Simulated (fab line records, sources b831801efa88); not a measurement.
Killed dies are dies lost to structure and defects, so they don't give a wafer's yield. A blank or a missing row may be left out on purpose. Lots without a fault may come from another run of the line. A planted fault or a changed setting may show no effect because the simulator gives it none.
fab line records | flow sky130
record lots=12 wafers=36 last_day=51
route steps=708 shown CONTACT@411 METAL1@434 VIA1@458 PAD_OPEN@708
lots that met no fault: from a run of the same line without faults
start_h: hours from the record's first day to the start of the lot's first wafer shown | wait_h: hours since the lot's step before | " the same as in the row above | L1.1+2: a row that stands for several wafers | - no value, or no start given | * or withheld: withheld | < > ~ a bound
route shown NAME@n: a module of which the file shows steps, and the number in the route of the first | usual: mean/standard deviation of fault-free wafers | same: alike in all rows | chamber/n: place in a boat | sites: the reading at each site | _std_site: their standard deviation | _edge_site: outer sites' mean less inner sites' | radius_mm: how far each site lies from the wafer's centre | mask NAME#n: copy n | behind: the tool/chamber that last shaped the wafer | hold: why the lot was held/for how many hours/how that ended | device: the transistor (n, p or np) that didn't switch | end of line: the same wafers' tests at the end of the route | a step without rows: its recipe alone | killed: dies lost to structure and defects at the first sort, not the wafer's yield | map: a wafer's dies, x killed, . not, _ none there
set.NAME: the setting as run; set.NAME@STEP: as run at that earlier step | model.NAME: the simulator's own value behind a step, which no gauge read
steps of the route over a sample of lots; a table a step, a row a wafer
services: from which hour (start_h, from the record's first day; less than 0 if before it) a tool's chamber was out of use, for how many hours, and why
## steps
# step SKY_CONTACT_BOW_MEAS_05
# recipe mode=bow
# usual CONTACT_BOW=82/6.3
# columns lot.wafer tool chamber start_h wait_h CONTACT_BOW[um]
L693.3 film_metro-04 - 707.17 0.2 81
L693.4 " - " " 80
L693.6 " - " " 81
L695.1 film_metro-01 - 717.09 0.2 85
L695.3 " - " " 74
L695.5 " - " " 72
L696.1 film_metro-02 - 729.48 0.2 87
L696.2 " - " " 75
L696.5 " - " " 65
L699.2 film_metro-04 - 754.76 0.1 93
L699.3 " - " " 72
L699.4 " - " " 88
L700.2 film_metro-02 - 765.70 0.1 70
L700.3 " - " " 75
L700.6 " - " " 67
L708.1 film_metro-04 - 818.32 0.1 79
L708.2 " - " " 77
L708.5 " - " " 84
L709.1 film_metro-04 - 823.38 0.1 84
L709.2 " - " " 84
L709.4 " - " " 93
L710.3 film_metro-01 - 834.33 0.3 90
L710.4 " - " " 80
L710.6 " - " " 67
L711.2 film_metro-04 - 844.64 0.1 81
L711.4 " - " " 80
L711.5 " - " " 82
L712.1 film_metro-01 - 850.71 0.1 78
L712.3 " - " " 79
L712.4 " - " " 87
L715.2 film_metro-02 - 872.98 0.3 75
L715.4 " - " " 90
L715.5 " - " " 76
L716.1 film_metro-02 - 908.09 0.1 79
L716.3 " - " " 83
L716.6 " - " " 87
# step SKY_METAL1_SPUTTER_00
# recipe material=Ti target_thk_nm=15 power_w=3000 time_s=10 chamber_pressure_pa=0.4
# usual throttle_valve_pct=30.2/1
# columns lot.wafer tool chamber start_h wait_h throttle_valve_pct
L693.3 pvd_sputter-03 - 735.92 0.2 28.9
L693.4 " - " " 30.8
L693.6 " - " " 30.9
L695.1 pvd_sputter-01 - 747.08 0.2 31.6
L695.3 " - " " 30.8
L695.5 " - " " 31.2
L696.1 pvd_sputter-03 - 757.05 0.2 29.9
L696.2 " - " " 28.9
L696.5 " - " " 28.8
L699.2 pvd_sputter-01 - 782.73 0.2 30.8
L699.3 " - " " 30.0
L699.4 " - " " 31.6
L700.2 pvd_sputter-03 - 793.59 0.1 29.2
L700.3 " - " " 30.7
L700.6 " - " " 30.3
L708.1 pvd_sputter-03 - 846.52 0.2 30.9
L708.2 " - " " 28.9
L708.5 " - " " 30.6
L709.1 pvd_sputter-03 - 850.47 0.2 29.2
L709.2 " - " " 30.7
L709.4 " - " " 29.8
L710.3 pvd_sputter-03 - 861.32 0.1 29.0
L710.4 " - " " 29.7
L710.6 " - " " 29.0
L711.2 pvd_sputter-02 - 872.04 0.2 28.0
L711.4 " - " " 27.5
L711.5 " - " " 28.3
L712.1 pvd_sputter-01 - 878.49 0.2 30.9
L712.3 " - " " 30.6
L712.4 " - " " 29.8
L715.2 pvd_sputter-03 - 899.82 0.1 30.2
L715.4 " - " " 29.2
L715.5 " - " " 28.8
L716.1 pvd_sputter-01 - 934.56 0.1 31.8
L716.3 " - " " 30.1
L716.6 " - " " 30.6
# step SKY_VIA1_HDPCVD_00
# recipe material=SiO2 target_thk_nm=1030 sigma_open_frac=0.3 time_s=171.7 temp_c=400 sih4_flow_sccm=60 pressure_mtorr=6
# usual run_length_s=199.7/0.49
# columns lot.wafer tool chamber start_h wait_h run_length_s
L693.3 hdpcvd-02 2 764.73 0.0 199.6
L693.4 " 0 " " 199.6
L693.6 " 2 " " 199.9
L695.1 hdpcvd-01 0 776.12 0.0 199.9
L695.3 " 1 " " 199.0
L695.5 " 2 " " 199.6
L696.1 hdpcvd-01 0 785.80 0.0 200.0
L696.2 " 2 " " 199.5
L696.5 " 1 " " 199.4
L699.2 hdpcvd-01 2 810.21 0.0 199.2
L699.3 " 0 " " 200.6
L699.4 " 1 " " 193.2
L700.2 hdpcvd-01 1 821.10 0.0 199.0
L700.3 " 0 " " 200.2
L700.6 " 2 " " 194.5
L708.1 hdpcvd-02 1 873.57 0.0 199.0
L708.2 " 2 " " 199.9
L708.5 " 0 " " 199.9
L709.1 hdpcvd-01 2 877.85 0.0 199.8
L709.2 " 0 " " 200.7
L709.4 " 2 " " 199.2
L710.3 hdpcvd-02 0 888.78 0.0 199.7
L710.4 " 1 " " 199.4
L710.6 " 0 " " 199.5
L711.2 hdpcvd-02 2 898.96 0.0 199.8
L711.4 " 1 " " 199.0
L711.5 " 0 " " 199.6
L712.1 hdpcvd-01 0 904.77 0.0 201.0
L712.3 " 1 " " 199.0
L712.4 " 1 " " 199.4
L715.2 hdpcvd-01 2 925.46 0.0 199.5
L715.4 " 2 " " 199.8
L715.5 " 1 " " 199.2
L716.1 hdpcvd-01 2 960.48 0.0 199.2
L716.3 " 1 " " 199.4
L716.6 " 0 " " 199.8
# step SKY_VIA1_THK_MEAS_01
# recipe reads=SiO2_of_VIA1_HDPCVD_00
# usual VIA1_HDPCVD_THK=1020/13
# columns lot.wafer tool chamber start_h wait_h VIA1_HDPCVD_THK[nm]
L693.3 film_metro-02 - 764.86 0.1 1011
L693.4 " - " " 1040
L693.6 " - " " 1016
L695.1 film_metro-02 - 776.23 0.1 1027
L695.3 " - " " 1024
L695.5 " - " " 1034
L696.1 film_metro-03 - 785.91 0.1 1020
L696.2 " - " " 1018
L696.5 " - " " 1016
L699.2 film_metro-03 - 810.34 0.1 1025
L699.3 " - " " 1019
L699.4 " - " " 972
L700.2 film_metro-02 - 821.22 0.1 1010
L700.3 " - " " 1000
L700.6 " - " " 993
L708.1 film_metro-02 - 873.69 0.1 1052
L708.2 " - " " 1019
L708.5 " - " " 1018
L709.1 film_metro-03 - 877.97 0.1 1013
L709.2 " - " " 1007
L709.4 " - " " 1004
L710.3 film_metro-01 - 888.92 0.1 1023
L710.4 " - " " 1045
L710.6 " - " " 1020
L711.2 film_metro-01 - 899.08 0.1 1019
L711.4 " - " " 1036
L711.5 " - " " 1015
L712.1 film_metro-01 - 904.89 0.1 1024
L712.3 " - " " 1012
L712.4 " - " " 1017
L715.2 film_metro-02 - 925.58 0.1 1017
L715.4 " - " " 1014
L715.5 " - " " 1015
L716.1 film_metro-02 - 960.59 0.1 1025
L716.3 " - " " 1014
L716.6 " - " " 1023
# step SKY_VIA1_CMP_02
# recipe material=SiO2 down_force_psi=4 platen_rpm=60 pad_velocity_m_s=0.94248
# usual motor_current_A=12.2/0.9 platen_rpm=60.00/0.039
# columns lot.wafer tool chamber start_h wait_h motor_current_A platen_rpm
L693.4 cmp-02 1 764.90 0.0 12.1 59.96
L693.3 " 0 " " 11.0 60.02
L693.6 " 1 " " 11.7 59.95
L695.1 cmp-02 2 776.51 0.3 11.6 59.99
L695.3 " 3 " " 11.7 60.01
L695.5 " 1 " " 11.6 59.96
L696.2 cmp-02 2 785.97 0.0 12.0 60.03
L696.1 " 1 " " 12.0 60.01
L696.5 " 2 " " 11.9 60.03
L699.4 cmp-01 2 810.44 0.1 12.7 60.02
L699.2 " 3 " " 11.5 60.06
L699.3 " 0 " " 12.2 59.98
L700.2 cmp-02 0 821.27 0.0 10.4 59.97
L700.3 " 1 " " 11.4 59.95
L700.6 " 1 " " 11.3 59.96
L708.1 cmp-01 1 873.75 0.1 13.8 60.06
L708.2 " 0 " " 12.1 59.95
L708.5 " 2 " " 11.9 59.98
L709.4 cmp-01 1 878.08 0.1 13.9 60.02
L709.2 " 2 " " 12.3 60.02
L709.1 " 3 " " 10.6 59.94
L710.4 cmp-01 3 888.96 0.0 11.4 60.00
L710.3 " 0 " " 12.0 60.00
L710.6 " 0 " " 12.1 59.96
L711.4 cmp-01 0 899.13 0.0 11.9 59.99
L711.2 " 2 " " 13.0 59.97
L711.5 " 0 " " 11.9 60.01
L712.4 cmp-01 3 904.95 0.0 11.0 60.05
L712.1 " 1 " " 12.9 59.98
L712.3 " 2 " " 11.8 60.00
L715.2 cmp-02 1 925.63 0.0 11.3 59.99
L715.4 " 3 " " 11.8 59.95
L715.5 " 2 " " 12.4 59.92
L716.1 cmp-01 0 960.70 0.1 11.8 59.99
L716.3 " 1 " " 13.3 59.99
L716.6 " 0 " " 12.1 59.99
# step SKY_PAD_OPEN_PROBE_99
# usual defect_limited_yield=82.6/1.8 killed_at_M0_to_M3=43/6.5 killed_at_M4_up=3.1/1.8 killed_at_contacts=24/5.6 killed_at_front_end=15/4.2 killed_at_other=0.3/0.5 killed_dies=86/8.9 killed_open=47/6.9 killed_short=39/5.9 sort_bin_3_pad_short=0.9/0.39 sort_bin_5_function=10.4/1.6 sort_bin_6_memory=6.2/1 sort_n_pass=406/8.9 sort_yield_pct=82.6/1.8
# same gross_dies=492 killed_at_back_side=0 sort_bin_4_leakage[%]=0 sort_bin_8_speed[%]=0
# columns lot.wafer tool chamber start_h wait_h defect_limited_yield[%] killed_at_M0_to_M3 killed_at_M4_up killed_at_contacts killed_at_front_end killed_at_other killed_dies killed_open killed_short sort_bin_3_pad_short[%] sort_bin_5_function[%] sort_bin_6_memory[%] sort_n_pass sort_yield_pct[%]
L693.3 prober-01 - 1073.62 0.2 83.3 45 3 17 17 0 82 46 36 0.8 9.8 6.1 410 83.3
L693.4 prober-01 - 1073.67 0.2 81.5 50 4 23 14 0 91 40 51 1.2 10.0 7.3 401 81.5
L693.6 prober-01 - 1073.77 0.2 80.5 50 2 29 15 0 96 52 44 1.2 11.6 6.7 396 80.5
L695.1 prober-01 - 1082.85 0.1 82.5 52 2 22 10 0 86 48 38 0.4 11.8 5.3 406 82.5
L695.3 prober-01 - 1082.95 0.2 82.5 42 3 26 15 0 86 46 39 1.2 11.8 4.5 406 82.5
L695.5 prober-01 - 1083.05 0.2 83.9 49 4 10 15 1 79 32 46 1.0 9.1 5.9 413 83.9
L696.1 prober-02 - 1091.57 0.1 81.1 50 4 23 16 0 93 51 42 1.4 9.8 7.7 399 81.1
L696.2 prober-02 - 1091.62 0.1 82.7 43 3 19 19 1 85 50 35 0.8 10.8 5.7 407 82.7
L696.5 prober-02 - 1091.77 0.2 82.5 49 2 20 13 2 86 44 42 1.2 9.6 6.7 406 82.5
L699.2 prober-02 - 1109.98 0.1 84.8 42 3 21 9 0 75 45 30 0.6 8.1 6.5 417 84.8
L699.3 prober-02 - 1110.03 0.2 83.9 40 3 17 19 0 79 37 42 0.8 11.0 4.3 413 83.9
L699.4 prober-02 - 1110.08 0.2 83.5 52 2 20 7 0 81 42 39 1.2 11.2 4.1 411 83.5
L700.2 prober-01 - 1115.75 0.1 78.5 61 2 30 13 0 106 68 38 0.2 13.0 8.3 386 78.5
L700.3 prober-01 - 1115.80 0.2 82.7 34 2 29 19 1 85 51 34 0.4 10.4 6.5 407 82.7
L700.6 prober-01 - 1115.95 0.2 82.5 40 4 28 12 2 86 53 33 0.6 11.2 5.7 406 82.5
L708.1 prober-01 - 1156.55 0.1 83.9 46 0 22 11 0 79 40 39 0.8 10.6 4.7 413 83.9
L708.2 prober-01 - 1156.60 0.1 85.8 36 3 23 8 0 70 40 30 0.2 8.9 5.1 422 85.8
L708.5 prober-01 - 1156.75 0.2 85.4 43 1 12 16 0 72 43 29 0.8 7.3 6.5 420 85.4
L709.1 prober-02 - 1157.97 0.1 82.7 45 2 21 17 0 85 44 41 0.6 10.2 6.5 407 82.7
L709.2 prober-02 - 1158.02 0.1 81.7 45 2 21 21 1 90 49 41 1.2 11.4 5.7 402 81.7
L709.4 prober-02 - 1158.12 0.2 83.3 34 2 27 19 0 82 45 37 0.8 10.6 5.3 410 83.3
L710.3 prober-01 - 1167.41 0.2 83.1 37 2 30 14 0 83 48 35 0.8 10.0 6.1 409 83.1
L710.4 prober-01 - 1167.46 0.2 81.1 45 6 21 21 0 93 50 43 0.4 12.4 6.1 399 81.1
L710.6 prober-01 - 1167.56 0.2 80.5 48 5 32 11 0 96 53 43 0.8 12.8 5.9 396 80.5
L711.2 prober-02 - 1174.91 0.1 82.1 45 5 30 8 0 88 50 38 1.0 10.2 6.7 404 82.1
L711.4 prober-02 - 1175.01 0.2 82.9 49 0 22 13 0 84 49 35 1.2 8.9 6.9 408 82.9
L711.5 prober-02 - 1175.06 0.2 83.9 40 4 18 17 0 79 43 36 1.0 8.3 6.7 413 83.9
L712.1 prober-01 - 1176.53 0.1 82.1 46 4 27 11 0 88 43 45 1.6 10.0 6.3 404 82.1
L712.3 prober-01 - 1176.63 0.2 80.1 50 7 27 13 1 98 50 48 1.4 12.4 6.1 394 80.1
L712.4 prober-01 - 1176.68 0.2 83.7 40 1 25 14 0 80 46 34 0.8 8.5 6.9 412 83.7
L715.2 prober-02 - 1190.46 0.1 79.7 57 3 30 9 1 100 57 43 0.4 13.0 6.9 392 79.7
L715.4 prober-02 - 1190.56 0.2 83.5 40 1 26 14 0 81 50 31 1.2 9.8 5.5 411 83.5
L715.5 prober-02 - 1190.61 0.2 82.7 43 1 25 16 0 85 49 36 1.0 11.4 4.9 407 82.7
L716.1 prober-02 - 1212.03 0.1 78.7 47 0 37 21 0 105 50 55 1.6 12.0 7.7 387 78.7
L716.3 prober-02 - 1212.13 0.2 81.5 34 7 40 10 0 91 42 49 1.2 9.6 7.7 401 81.5
L716.6 prober-02 - 1212.28 0.2 79.5 56 4 28 13 0 101 59 42 1.2 11.6 7.7 391 79.5
# killed by level:class
L693.3 VIA1:geometric_particle:open=12 METAL1:geometric_particle:short=10 FIELD_ISO:geometric_particle:open=7 CONTACT:geometric_particle:open=7 POLY_GATE:geometric_particle:open=5 METAL2:geometric_particle:short=5 VIA2:geometric_particle:open=5 CONTACT:geometric_particle:short=4
L693.4 METAL1:geometric_particle:short=14 VIA1:geometric_particle:open=8 LI_CONTACT:geometric_particle:open=7 VIA3:geometric_particle:open=7 CONTACT:geometric_particle:open=6 FIELD_ISO:geometric_particle:short=5 CONTACT:geometric_particle:short=5 METAL2:geometric_particle:short=5
L693.6 METAL2:geometric_particle:short=10 VIA3:geometric_particle:open=9 LI_CONTACT:geometric_particle:open=8 VIA2:geometric_particle:open=7 CONTACT:geometric_particle:open=7 VIA1:geometric_particle:open=7 CONTACT:geometric_particle:short=6 LOCAL_INTERCONNECT:geometric_particle:short=6
L695.1 VIA1:geometric_particle:open=15 VIA3:geometric_particle:open=8 VIA1:geometric_particle:short=7 LI_CONTACT:geometric_particle:open=7 VIA2:geometric_particle:open=7 CONTACT:geometric_particle:short=5 CONTACT:geometric_particle:open=5 METAL2:geometric_particle:short=5
L695.3 VIA1:geometric_particle:open=12 LI_CONTACT:geometric_particle:open=9 CONTACT:geometric_particle:open=8 METAL1:geometric_particle:short=7 FIELD_ISO:geometric_particle:open=5 CONTACT:geometric_particle:short=5 VIA1:geometric_particle:short=5 METAL2:geometric_particle:short=5
L695.5 VIA1:geometric_particle:open=11 METAL2:geometric_particle:short=9 VIA3:geometric_particle:open=7 METAL1:geometric_particle:short=6 POLY_GATE:geometric_particle:short=5 CONTACT:geometric_particle:short=5 VIA1:geometric_particle:short=5 VIA2:geometric_particle:open=5
L696.1 VIA3:geometric_particle:open=9 METAL2:geometric_particle:short=9 LI_CONTACT:geometric_particle:open=8 VIA1:geometric_particle:open=8 CONTACT:geometric_particle:open=7 METAL1:geometric_particle:open=6 FIELD_ISO:geometric_particle:short=5 POLY_GATE:geometric_particle:short=4
L696.2 VIA1:geometric_particle:open=9 VIA3:geometric_particle:open=9 LI_CONTACT:geometric_particle:open=7 FIELD_ISO:geometric_particle:open=6 CONTACT:geometric_particle:open=5 METAL1:geometric_particle:short=5 METAL2:geometric_particle:short=5 VIA2:geometric_particle:open=5
L696.5 VIA1:geometric_particle:short=8 METAL2:geometric_particle:short=8 VIA3:geometric_particle:open=8 VIA1:geometric_particle:open=6 CONTACT:geometric_particle:open=6 CONTACT:geometric_particle:short=5 VIA2:geometric_particle:open=5 FIELD_ISO:geometric_particle:open=3
L699.2 VIA1:geometric_particle:open=15 CONTACT:geometric_particle:open=11 LI_CONTACT:geometric_particle:open=6 FIELD_ISO:geometric_particle:short=5 VIA1:geometric_particle:short=5 VIA2:geometric_particle:short=5 METAL3:geometric_particle:short=4 VIA3:geometric_particle:open=3
L699.3 VIA1:geometric_particle:short=9 VIA1:geometric_particle:open=6 FIELD_ISO:geometric_particle:short=5 FIELD_ISO:geometric_particle:open=4 LI_CONTACT:geometric_particle:short=4 LI_CONTACT:geometric_particle:open=4 CONTACT:geometric_particle:open=4 VIA3:geometric_particle:open=4
L699.4 VIA1:geometric_particle:open=10 CONTACT:geometric_particle:open=9 VIA2:geometric_particle:open=9 METAL2:geometric_particle:short=8 METAL1:geometric_particle:short=7 LI_CONTACT:geometric_particle:open=6 VIA1:geometric_particle:short=5 VIA3:geometric_particle:short=4
L700.2 VIA1:geometric_particle:open=16 VIA2:geometric_particle:open=14 LI_CONTACT:geometric_particle:open=10 CONTACT:geometric_particle:open=9 METAL1:geometric_particle:short=8 CONTACT:geometric_particle:short=7 VIA1:geometric_particle:short=7 VIA3:geometric_particle:open=5
L700.3 VIA1:geometric_particle:open=13 CONTACT:geometric_particle:open=12 FIELD_ISO:geometric_particle:open=8 LI_CONTACT:geometric_particle:open=6 VIA1:geometric_particle:short=6 POLY_GATE:geometric_particle:short=4 LOCAL_INTERCONNECT:geometric_particle:short=4 CONTACT:geometric_particle:short=4
L700.6 CONTACT:geometric_particle:open=11 VIA1:geometric_particle:open=11 VIA2:geometric_particle:open=9 FIELD_ISO:geometric_particle:open=8 LI_CONTACT:geometric_particle:open=6 LOCAL_INTERCONNECT:geometric_particle:short=6 VIA1:geometric_particle:short=6 CONTACT:geometric_particle:short=4
L708.1 VIA1:geometric_particle:open=14 CONTACT:geometric_particle:short=7 METAL2:geometric_particle:short=6 VIA3:geometric_particle:open=5 LOCAL_INTERCONNECT:geometric_particle:short=5 METAL1:geometric_particle:short=5 VIA2:geometric_particle:open=5 FIELD_ISO:geometric_particle:short=4
L708.2 VIA3:geometric_particle:open=10 CONTACT:geometric_particle:open=9 LI_CONTACT:geometric_particle:open=7 METAL1:geometric_particle:short=5 VIA1:geometric_particle:short=5 POLY_GATE:geometric_particle:open=4 VIA1:geometric_particle:open=4 VIA2:geometric_particle:short=4
L708.5 VIA1:geometric_particle:open=10 VIA3:geometric_particle:open=7 VIA2:geometric_particle:open=6 LI_CONTACT:geometric_particle:open=5 VIA2:geometric_particle:short=4 POLY_GATE:geometric_particle:short=3 CONTACT:geometric_particle:open=3 METAL2:geometric_particle:short=3
L709.1 CONTACT:geometric_particle:open=8 VIA1:geometric_particle:open=7 VIA2:geometric_particle:open=6 METAL2:geometric_particle:short=6 FIELD_ISO:geometric_particle:open=5 VIA1:geometric_particle:short=5 METAL1:geometric_particle:short=5 VIA3:geometric_particle:open=5
L709.2 CONTACT:geometric_particle:open=13 VIA3:geometric_particle:open=12 FIELD_ISO:geometric_particle:short=8 VIA1:geometric_particle:open=8 POLY_GATE:geometric_particle:short=5 METAL2:geometric_particle:short=5 VIA1:geometric_particle:short=4 FIELD_ISO:geometric_particle:open=3
L709.4 LI_CONTACT:geometric_particle:open=8 POLY_GATE:geometric_particle:open=7 CONTACT:geometric_particle:open=7 VIA1:geometric_particle:open=7 CONTACT:geometric_particle:short=6 FIELD_ISO:geometric_particle:short=4 VIA2:geometric_particle:short=4 METAL1:geometric_particle:short=4
L710.3 LI_CONTACT:geometric_particle:open=12 VIA1:geometric_particle:open=8 LOCAL_INTERCONNECT:geometric_particle:short=7 VIA2:geometric_particle:open=6 CONTACT:geometric_particle:open=5 FIELD_ISO:geometric_particle:short=4 METAL1:geometric_particle:short=4 VIA3:geometric_particle:open=4
L710.4 VIA1:geometric_particle:open=16 VIA2:geometric_particle:open=9 LI_CONTACT:geometric_particle:open=8 FIELD_ISO:geometric_particle:short=7 POLY_GATE:geometric_particle:short=6 METAL1:geometric_particle:short=5 CONTACT:geometric_particle:short=4 VIA1:geometric_particle:short=3
L710.6 LI_CONTACT:geometric_particle:open=11 VIA1:geometric_particle:open=11 CONTACT:geometric_particle:open=10 VIA1:geometric_particle:short=8 METAL2:geometric_particle:short=6 VIA2:geometric_particle:open=6 FIELD_ISO:geometric_particle:open=4 LOCAL_INTERCONNECT:geometric_particle:short=4
L711.2 CONTACT:geometric_particle:open=11 LI_CONTACT:geometric_particle:open=8 VIA1:geometric_particle:open=6 VIA1:geometric_particle:short=6 LOCAL_INTERCONNECT:geometric_particle:short=5 VIA2:geometric_particle:open=5 VIA3:geometric_particle:open=5 CONTACT:geometric_particle:short=4
L711.4 VIA1:geometric_particle:open=16 CONTACT:geometric_particle:open=9 LI_CONTACT:geometric_particle:open=6 METAL3:geometric_particle:short=6 VIA3:geometric_particle:open=5 METAL1:geometric_particle:short=5 LOCAL_INTERCONNECT:geometric_particle:short=4 VIA2:geometric_particle:short=4
L711.5 VIA1:geometric_particle:open=10 CONTACT:geometric_particle:open=6 VIA1:geometric_particle:short=6 VIA3:geometric_particle:open=6 FIELD_ISO:geometric_particle:open=5 LI_CONTACT:geometric_particle:open=4 METAL1:geometric_particle:short=4 FIELD_ISO:geometric_particle:short=3
L712.1 CONTACT:geometric_particle:open=11 VIA1:geometric_particle:open=11 CONTACT:geometric_particle:short=7 METAL2:geometric_particle:short=7 VIA1:geometric_particle:short=6 LI_CONTACT:geometric_particle:open=6 POLY_GATE:geometric_particle:short=5 METAL1:geometric_particle:short=4
L712.3 VIA2:geometric_particle:open=11 CONTACT:geometric_particle:open=9 VIA1:geometric_particle:open=9 METAL1:geometric_particle:short=8 LI_CONTACT:geometric_particle:open=7 METAL4:geometric_particle:short=6 METAL2:geometric_particle:short=6 POLY_GATE:geometric_particle:open=5
L712.4 CONTACT:geometric_particle:open=11 VIA1:geometric_particle:open=10 LI_CONTACT:geometric_particle:open=6 VIA2:geometric_particle:open=5 VIA1:geometric_particle:short=5 VIA2:geometric_particle:short=4 METAL1:geometric_particle:short=4 METAL2:geometric_particle:short=4
L715.2 VIA1:geometric_particle:open=15 CONTACT:geometric_particle:open=9 LI_CONTACT:geometric_particle:open=7 VIA1:geometric_particle:short=7 METAL2:geometric_particle:short=6 VIA2:geometric_particle:open=6 VIA3:geometric_particle:open=6 VIA3:geometric_particle:short=6
L715.4 CONTACT:geometric_particle:open=9 VIA1:geometric_particle:open=9 VIA3:geometric_particle:open=8 FIELD_ISO:geometric_particle:open=6 LI_CONTACT:geometric_particle:open=5 METAL2:geometric_particle:short=5 CONTACT:geometric_particle:short=5 METAL1:geometric_particle:short=4
L715.5 VIA1:geometric_particle:open=10 CONTACT:geometric_particle:open=9 LI_CONTACT:geometric_particle:open=8 VIA3:geometric_particle:open=8 VIA2:geometric_particle:open=6 CONTACT:geometric_particle:short=5 VIA2:geometric_particle:short=5 METAL2:geometric_particle:short=4
L716.1 CONTACT:geometric_particle:open=14 CONTACT:geometric_particle:short=13 METAL1:geometric_particle:short=10 POLY_GATE:geometric_particle:short=7 VIA2:geometric_particle:open=7 METAL2:geometric_particle:short=5 FIELD_ISO:geometric_particle:open=4 LOCAL_INTERCONNECT:geometric_particle:open=4
L716.3 CONTACT:geometric_particle:open=12 CONTACT:geometric_particle:short=12 LI_CONTACT:geometric_particle:open=9 VIA1:geometric_particle:open=7 METAL4:geometric_particle:short=6 METAL1:geometric_particle:short=5 METAL2:geometric_particle:short=5 LOCAL_INTERCONNECT:geometric_particle:short=4
L716.6 VIA1:geometric_particle:open=12 LI_CONTACT:geometric_particle:open=10 CONTACT:geometric_particle:open=10 VIA3:geometric_particle:open=9 VIA2:geometric_particle:open=9 METAL2:geometric_particle:short=6 POLY_GATE:geometric_particle:open=6 METAL3:geometric_particle:short=5
## services
# columns tool chamber start_h hours kind
cmp-01 - 720.44 3.4 pm
pvd_sputter-03 - 741.38 0.8 repair
cmp-02 - 744.11 4.0 pm
hdpcvd-01 - 746.63 0.9 repair
hdpcvd-02 - 770.12 0.3 repair
cmp-02 - 770.27 2.5 repair
pvd_sputter-02 - 772.52 4.3 repair
cmp-01 - 772.61 15.7 repair
hdpcvd-01 - 791.96 5.7 repair
hdpcvd-02 1 793.96 4.4 repair
pvd_sputter-02 - 812.37 0.5 repair
cmp-01 - 824.60 0.7 repair
pvd_sputter-01 - 863.33 0.8 repair
hdpcvd-02 - 872.14 0.9 repair
cmp-02 - 875.67 2.1 repair
cmp-01 - 912.15 4.0 pm
cmp-01 - 916.15 - consumable_replace:conditioner
cmp-01 - 916.15 - consumable_replace:pad
cmp-01 - 929.78 1.9 repair
cmp-02 - 933.75 6.9 pm
cmp-01 - 941.95 0.9 repair
hdpcvd-02 - 950.25 15.0 pm
cmp-02 - 951.22 1.3 repair
cmp-01 - 952.18 0.5 repair
## key
first_sign step=SKY_VIA1_HDPCVD_00 reading=run_length_s direction=down sigmas=12 usual=* struck=*
effect step=SKY_VIA1_THK_MEAS_01 reading=VIA1_HDPCVD_THK direction=down sigmas=3 usual=1020 struck=982
met_at SKY_VIA1_HDPCVD_00
struck_lots L699,L700
struck_wafers L699.4,L700.6
not_acting_at SKY_CONTACT_BOW_MEAS_05,SKY_METAL1_SPUTTER_00,SKY_VIA1_CMP_02
onset_between 785.80 810.21
fault kind=process_parameter_drift tool=hdpcvd-01 chamber=- onset_h=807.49 steps=SKY_VIA1_HDPCVD_00 channel=time_s offset=* shape=step end_h=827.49 scope=struck_wafers_only acts_in=* stated=*
